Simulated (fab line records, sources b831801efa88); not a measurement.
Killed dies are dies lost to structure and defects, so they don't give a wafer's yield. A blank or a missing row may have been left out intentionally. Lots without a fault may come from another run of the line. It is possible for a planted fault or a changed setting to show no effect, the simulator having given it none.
The tool behind it: which one? / flow sky130 / Sampling: 9 lots, 27 wafers, 6 of 708 route steps

== WHAT EACH GAUGE READ, for each wafer ==
SKY_CAPM_RS_MEAS_03: the measuring method here is four-point-probe.
lot=L534; measured=day 36 20:31; on=film_metro-04; CAPM_TIN_RS (ohm/sq)=6.84 6.93 6.95
lot=L536; measured=day 37 20:59; on=film_metro-02; CAPM_TIN_RS (ohm/sq)=6.88 6.89 6.86
lot=L542; measured=day 39 07:22; on=film_metro-01; CAPM_TIN_RS (ohm/sq)=11.66 11.34 11.68
lot=L541; measured=day 39 08:37; on=film_metro-01; CAPM_TIN_RS (ohm/sq)=11.34 11.33 11.50
lot=L548; measured=day 41 13:50; on=film_metro-02; CAPM_TIN_RS (ohm/sq)=6.91 7.02 6.95
lot=L549; measured=day 41 14:29; on=film_metro-01; CAPM_TIN_RS (ohm/sq)=6.79 6.89 6.80
lot=L552; measured=day 42 09:31; on=film_metro-04; CAPM_TIN_RS (ohm/sq)=6.87 6.84 6.92
lot=L554; measured=day 43 06:11; on=film_metro-04; CAPM_TIN_RS (ohm/sq)=6.93 6.88 6.86
lot=L555; measured=day 43 09:00; on=film_metro-01; CAPM_TIN_RS (ohm/sq)=6.85 6.85 6.92

SKY_CAPM_THK_MEAS_04: measures by xrf.
lot=L534; measured=day 36 20:37; on=film_metro-04; CAPM_TIN_THK (nm)=202.0 199.7 199.4
lot=L536; measured=day 37 21:05; on=film_metro-02; CAPM_TIN_THK (nm)=204.0 203.9 204.9
lot=L542; measured=day 39 07:29; on=film_metro-01; CAPM_TIN_THK (nm)=120.9 123.4 121.0
lot=L541; measured=day 39 08:44; on=film_metro-01; CAPM_TIN_THK (nm)=123.3 123.6 121.9
lot=L548; measured=day 41 13:56; on=film_metro-02; CAPM_TIN_THK (nm)=203.9 199.8 202.8
lot=L549; measured=day 41 14:37; on=film_metro-01; CAPM_TIN_THK (nm)=204.1 201.0 202.8
lot=L552; measured=day 42 09:37; on=film_metro-04; CAPM_TIN_THK (nm)=201.2 201.3 200.2
lot=L554; measured=day 43 06:19; on=film_metro-04; CAPM_TIN_THK (nm)=199.4 201.1 202.2
lot=L555; measured=day 43 09:07; on=film_metro-01; CAPM_TIN_THK (nm)=202.4 201.8 199.5

== WHAT TOOL EACH LOT RAN ON (gives the tool, then ch and the chambers of the sampled wafers, and finally the start) ==
lot=L534; SKY_VIA2_ETCH_15=rie_diel-02 ch 1,2,3, day 36 18:49; SKY_METAL3_SPUTTER_00=pvd_sputter-04, day 36 20:08; SKY_METAL3_SPUTTER_04=pvd_sputter-04, day 36 20:15; SKY_CAPM_SPUTTER_02=pvd_sputter-03, day 36 20:23
lot=L536; SKY_VIA2_ETCH_15=rie_diel-03 ch 0,1,3, day 37 19:16; SKY_METAL3_SPUTTER_00=pvd_sputter-04, day 37 20:36; SKY_METAL3_SPUTTER_04=pvd_sputter-04, day 37 20:43; SKY_CAPM_SPUTTER_02=pvd_sputter-03, day 37 20:50
lot=L542; SKY_VIA2_ETCH_15=rie_diel-01 ch 0,2,3, day 39 05:39; SKY_METAL3_SPUTTER_00=pvd_sputter-04, day 39 07:01; SKY_METAL3_SPUTTER_04=pvd_sputter-04, day 39 07:08; SKY_CAPM_SPUTTER_02=pvd_sputter-03, day 39 07:16
lot=L541; SKY_VIA2_ETCH_15=rie_diel-02 ch 1,2,3, day 39 06:52; SKY_METAL3_SPUTTER_00=pvd_sputter-04, day 39 08:16; SKY_METAL3_SPUTTER_04=pvd_sputter-04, day 39 08:22; SKY_CAPM_SPUTTER_02=pvd_sputter-03, day 39 08:30
lot=L548; SKY_VIA2_ETCH_15=rie_diel-02 ch 0,3, day 41 12:07; SKY_METAL3_SPUTTER_00=pvd_sputter-01, day 41 13:26; SKY_METAL3_SPUTTER_04=pvd_sputter-01, day 41 13:33; SKY_CAPM_SPUTTER_02=pvd_sputter-04, day 41 13:41
lot=L549; SKY_VIA2_ETCH_15=rie_diel-03 ch 1,3, day 41 12:49; SKY_METAL3_SPUTTER_00=pvd_sputter-02, day 41 14:09; SKY_METAL3_SPUTTER_04=pvd_sputter-02, day 41 14:15; SKY_CAPM_SPUTTER_02=pvd_sputter-01, day 41 14:23
lot=L552; SKY_VIA2_ETCH_15=rie_diel-03 ch 1,2,3, day 42 07:46; SKY_METAL3_SPUTTER_00=pvd_sputter-01, day 42 09:07; SKY_METAL3_SPUTTER_04=pvd_sputter-01, day 42 09:14; SKY_CAPM_SPUTTER_02=pvd_sputter-03, day 42 09:22
lot=L554; SKY_VIA2_ETCH_15=rie_diel-03 ch 1,3, day 43 04:31; SKY_METAL3_SPUTTER_00=pvd_sputter-04, day 43 05:51; SKY_METAL3_SPUTTER_04=pvd_sputter-04, day 43 05:57; SKY_CAPM_SPUTTER_02=pvd_sputter-03, day 43 06:05
lot=L555; SKY_VIA2_ETCH_15=rie_diel-01 ch 1,2,3, day 43 07:19; SKY_METAL3_SPUTTER_00=pvd_sputter-01, day 43 08:39; SKY_METAL3_SPUTTER_04=pvd_sputter-01, day 43 08:45; SKY_CAPM_SPUTTER_02=pvd_sputter-03, day 43 08:53
- SKY_VIA2_ETCH_15: etches SiO2 in C4F8/O2/Ar, stops on TiN, target depth 546 nm, time 84 s.
- SKY_METAL3_SPUTTER_00: material Ti, target thk 15 nm, time 10 s.
- SKY_METAL3_SPUTTER_04: material TiN, target thk 70 nm, time 58.3 s.
- SKY_CAPM_SPUTTER_02: material TiN, target thk 200 nm, time 166.7 s.

== AS READ BY THE TOOLS THEMSELVES (means over the sampled wafers that have a number; for cases with no such wafer, the mark the record gives instead) ==
SKY_VIA2_ETCH_15.
lot=L534; tool=rie_diel-02; oes_product_au (a.u.)=0.941
lot=L536; tool=rie_diel-03; oes_product_au (a.u.)=0.943
lot=L542; tool=rie_diel-01; oes_product_au (a.u.)=0.944
lot=L541; tool=rie_diel-02; oes_product_au (a.u.)=0.941
lot=L548; tool=rie_diel-02; oes_product_au (a.u.)=0.940
lot=L549; tool=rie_diel-03; oes_product_au (a.u.)=0.943
lot=L552; tool=rie_diel-03; oes_product_au (a.u.)=0.941
lot=L554; tool=rie_diel-03; oes_product_au (a.u.)=0.941
lot=L555; tool=rie_diel-01; oes_product_au (a.u.)=0.941

SKY_METAL3_SPUTTER_00.
lot=L534; tool=pvd_sputter-04; cathode_dc_power_W (W)=2999.5; chamber_pressure_pa (Pa)=0.4005; throttle_valve_pct (%)=30.1
lot=L536; tool=pvd_sputter-04; cathode_dc_power_W (W)=2999.8; chamber_pressure_pa (Pa)=0.3999; throttle_valve_pct (%)=30.2
lot=L542; tool=pvd_sputter-04; cathode_dc_power_W (W)=3000.1; chamber_pressure_pa (Pa)=0.3997; throttle_valve_pct (%)=29.9
lot=L541; tool=pvd_sputter-04; cathode_dc_power_W (W)=3000.2; chamber_pressure_pa (Pa)=0.4001; throttle_valve_pct (%)=30.3
lot=L548; tool=pvd_sputter-01; cathode_dc_power_W (W)=3000.1; chamber_pressure_pa (Pa)=0.3995; throttle_valve_pct (%)=29.1
lot=L549; tool=pvd_sputter-02; cathode_dc_power_W (W)=3000.0; chamber_pressure_pa (Pa)=0.4002; throttle_valve_pct (%)=30.0
lot=L552; tool=pvd_sputter-01; cathode_dc_power_W (W)=2999.6; chamber_pressure_pa (Pa)=0.3998; throttle_valve_pct (%)=30.1
lot=L554; tool=pvd_sputter-04; cathode_dc_power_W (W)=2999.4; chamber_pressure_pa (Pa)=0.4007; throttle_valve_pct (%)=29.7
lot=L555; tool=pvd_sputter-01; cathode_dc_power_W (W)=3000.0; chamber_pressure_pa (Pa)=0.4000; throttle_valve_pct (%)=29.6

SKY_METAL3_SPUTTER_04.
lot=L534; tool=pvd_sputter-04; cathode_dc_power_W (W)=6501.3; chamber_pressure_pa (Pa)=0.3997; throttle_valve_pct (%)=30.0
lot=L536; tool=pvd_sputter-04; cathode_dc_power_W (W)=6500.3; chamber_pressure_pa (Pa)=0.3999; throttle_valve_pct (%)=30.2
lot=L542; tool=pvd_sputter-04; cathode_dc_power_W (W)=6500.7; chamber_pressure_pa (Pa)=0.3998; throttle_valve_pct (%)=29.9
lot=L541; tool=pvd_sputter-04; cathode_dc_power_W (W)=6499.4; chamber_pressure_pa (Pa)=0.3992; throttle_valve_pct (%)=30.2
lot=L548; tool=pvd_sputter-01; cathode_dc_power_W (W)=6498.9; chamber_pressure_pa (Pa)=0.3996; throttle_valve_pct (%)=29.4
lot=L549; tool=pvd_sputter-02; cathode_dc_power_W (W)=6500.0; chamber_pressure_pa (Pa)=0.3998; throttle_valve_pct (%)=29.8
lot=L552; tool=pvd_sputter-01; cathode_dc_power_W (W)=6500.3; chamber_pressure_pa (Pa)=0.4000; throttle_valve_pct (%)=30.0
lot=L554; tool=pvd_sputter-04; cathode_dc_power_W (W)=6500.6; chamber_pressure_pa (Pa)=0.4000; throttle_valve_pct (%)=29.8
lot=L555; tool=pvd_sputter-01; cathode_dc_power_W (W)=6500.9; chamber_pressure_pa (Pa)=0.3997; throttle_valve_pct (%)=29.6

SKY_CAPM_SPUTTER_02.
lot=L534; tool=pvd_sputter-03; cathode_dc_power_W (W)=6500.3; chamber_pressure_pa (Pa)=0.4007; throttle_valve_pct (%)=30.2
lot=L536; tool=pvd_sputter-03; cathode_dc_power_W (W)=6499.5; chamber_pressure_pa (Pa)=0.3999; throttle_valve_pct (%)=30.1
lot=L542; tool=pvd_sputter-03; cathode_dc_power_W (W)=3935.7; chamber_pressure_pa (Pa)=0.3995; throttle_valve_pct (%)=29.4
lot=L541; tool=pvd_sputter-03; cathode_dc_power_W (W)=3934.0; chamber_pressure_pa (Pa)=0.3999; throttle_valve_pct (%)=29.4
lot=L548; tool=pvd_sputter-04; cathode_dc_power_W (W)=6499.0; chamber_pressure_pa (Pa)=0.3995; throttle_valve_pct (%)=29.9
lot=L549; tool=pvd_sputter-01; cathode_dc_power_W (W)=6500.2; chamber_pressure_pa (Pa)=0.4004; throttle_valve_pct (%)=29.3
lot=L552; tool=pvd_sputter-03; cathode_dc_power_W (W)=6500.4; chamber_pressure_pa (Pa)=0.3997; throttle_valve_pct (%)=30.3
lot=L554; tool=pvd_sputter-03; cathode_dc_power_W (W)=6499.3; chamber_pressure_pa (Pa)=0.4002; throttle_valve_pct (%)=29.5
lot=L555; tool=pvd_sputter-03; cathode_dc_power_W (W)=6500.4; chamber_pressure_pa (Pa)=0.3999; throttle_valve_pct (%)=30.3

== THE ANSWER, worked out from the rows above alone ==
Rule: the usual values come from the lots themselves. The widest of any qualifying gaps counts: lots, ordered by their means at a reading, are off when they make up no more than a third of the lots, leave a main group of 4 or more, and stand apart from it by 3 or more times the standard deviation of that group's means. If all means in a main group match to the digits the tables above print for the reading, that group is not used. A lot without any number at a reading at which 4 lots or more have one is off too. Where the step has rows for the other lots, those lots are counted as sound. The gauges are gone through in route order, then the tools' own readings, and for those a lot's mean is taken as printed above. At the first step where some lot is off, the reading lying furthest off is the one used; lots without a number count as furthest.
Off: L542, L541, seen at SKY_CAPM_RS_MEAS_03 (CAPM_TIN_RS). For the main group the mean is 6.89 ohm/sq and the standard deviation 0.037.
A tool fits if, at a process step before that reading, it ran every lot that is off, and no sound lot after the first of them. The gauges at SKY_CAPM_RS_MEAS_03 aren't tried: what is off there is off at SKY_CAPM_SPUTTER_02 too, on other tools, and a gauge's error can't cause that. No candidate that was tried fits.

== WHAT THE SIMULATOR PUT IN ==
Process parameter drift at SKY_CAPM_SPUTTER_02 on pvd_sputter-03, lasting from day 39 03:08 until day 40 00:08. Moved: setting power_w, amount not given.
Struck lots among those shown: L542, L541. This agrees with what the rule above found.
